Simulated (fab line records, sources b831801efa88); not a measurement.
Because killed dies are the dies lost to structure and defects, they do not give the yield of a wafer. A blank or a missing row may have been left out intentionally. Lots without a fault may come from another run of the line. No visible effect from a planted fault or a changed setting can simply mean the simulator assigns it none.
Problem report, 8D (eight disciplines) form, completed by code :: flow sfq line :: the parts of the form that need people (team, actions taken, sign-off) are left out

1. WHAT IS WRONG
L0_MONX_KI_RS at SFQ_L0_RS_MEAS_901 reads a mean of 29.5 ohm/sq on 4 wafers of 3 lots; wafers without a fault read 43.4 ohm/sq with a standard deviation of 0.37. Relative to the usual mean, that is a shift of -38 standard deviations.
The step: measures by four-point-probe.
First seen on wafer L573.4, day 3 19:37, on film metro-01. At this step, 43 wafers from 15 lots have a number in the record. Rule for "out" (also "out of limits"): further than 4 standard deviations from the usual mean. Any other wafer with a number is counted as sound.

2. WHAT IT IS, AND WHAT IT ISN'T
question: which readings at this step
is: L0_MONX_KI_RS
is not: -

question: which lots
is: L573, L575, L577
is not: L562, L565, L566, L567, L568, L569, L570, L571, L574, L581, L582, L585

question: which wafers of those lots
is: L573.4, L573.5, L575.4, L577.4
is not: L575.1, L577.3, L577.6

question: read on which gauges
is: film metro-01, film metro-02, film metro-04
is not: -

question: when
is: from day 3 19:37
is not: up to then (24 sound wafers); but 15 sound wafers of L574, L575, L577, L581, L582, L585 came after

3. THE SUSPECTS, EACH WITH WHAT RULES IT OUT
Counting: if a tool at a process step up to the reading ran every lot that is out, it stays a suspect. Sound lots after the first of them don't rule it out here, since some wafers of a struck lot are sound.
- ruled out: the gauge at SFQ_L0_RS_MEAS_901. 3 gauges (film metro-01, film metro-02, film metro-04) read the wafers that are out.
- pvd sputter-03 at SFQ_TRILAYER_L0_DEP_SPUTTER_003 (material MoNx KI, target thk 40 nm, time 100 s): kept. Ran every lot that is out, first one L573 (day 3 19:29); last sound lot up to then L571 (day 3 09:29).
After counting, what remains is pvd sputter-03 at SFQ_TRILAYER_L0_DEP_SPUTTER_003.

4. THE CAUSE (what the simulator had put in)
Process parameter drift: pvd sputter-03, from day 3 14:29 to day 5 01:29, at SFQ_TRILAYER_L0_DEP_SPUTTER_003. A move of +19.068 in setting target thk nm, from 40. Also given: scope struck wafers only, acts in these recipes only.
Only this tool survived the counting.

5. THE CHAIN OF EFFECTS, in route order
Each row: a reading where the mean over the struck wafers with a number is more than 3 standard deviations away from the usual. Only readings for which the record gives a usual standard deviation are gone through. hours: the time from each lot's start at the first step in this table that gives one to its start at this step, as a median over the lots. sigmas: the change in usual standard deviations.
hours: 0
step: SFQ_L0_RS_MEAS_901
reading: L0_MONX_KI_RS
usual: 43.4 ohm/sq
on struck wafers: 29.5
change: -13.9
sigmas: -38

hours: 3
step: SFQ_L0_THK_MEAS_902
reading: L0_MONX_KI_THK
usual: 40.8 nm
on struck wafers: 59.8
change: +19.0
sigmas: +49

hours: 80
step: SFQ_TRILAYER_L0_ETCH_METAL_ETCH_008
reading: oes product au
usual: 0.875 a.u.
on struck wafers: 0.992
change: +0.117
sigmas: +20
Here are the process steps it includes:
- SFQ_TRILAYER_L0_ETCH_METAL_ETCH_008: etches MoNx KI in SF6/O2, stops on SiO2, target depth 50 nm, time 25 s.
Later steps that measure or inspect, where all struck wafers having a row at the step show a number for every such reading and not one has moved that far: SFQ_M3_OVL_MEAS_921.

6. WHAT WOULD HAVE CAUGHT IT SOONER
In this record the first reading out of limits at a measuring or inspecting step was taken at day 3 19:37, 5 hours after the fault began at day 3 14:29.
No tool reading at SFQ_TRILAYER_L0_DEP_SPUTTER_003 that has a usual standard deviation in the record was out on any struck wafer, so an alarm limit of 4 standard deviations on those readings would not have fired.
Among the 3 lots that are out, L575, L577 began SFQ_TRILAYER_L0_DEP_SPUTTER_003 on pvd sputter-03 after day 3 19:37. A hold on the tool at that time would have spared those 2.
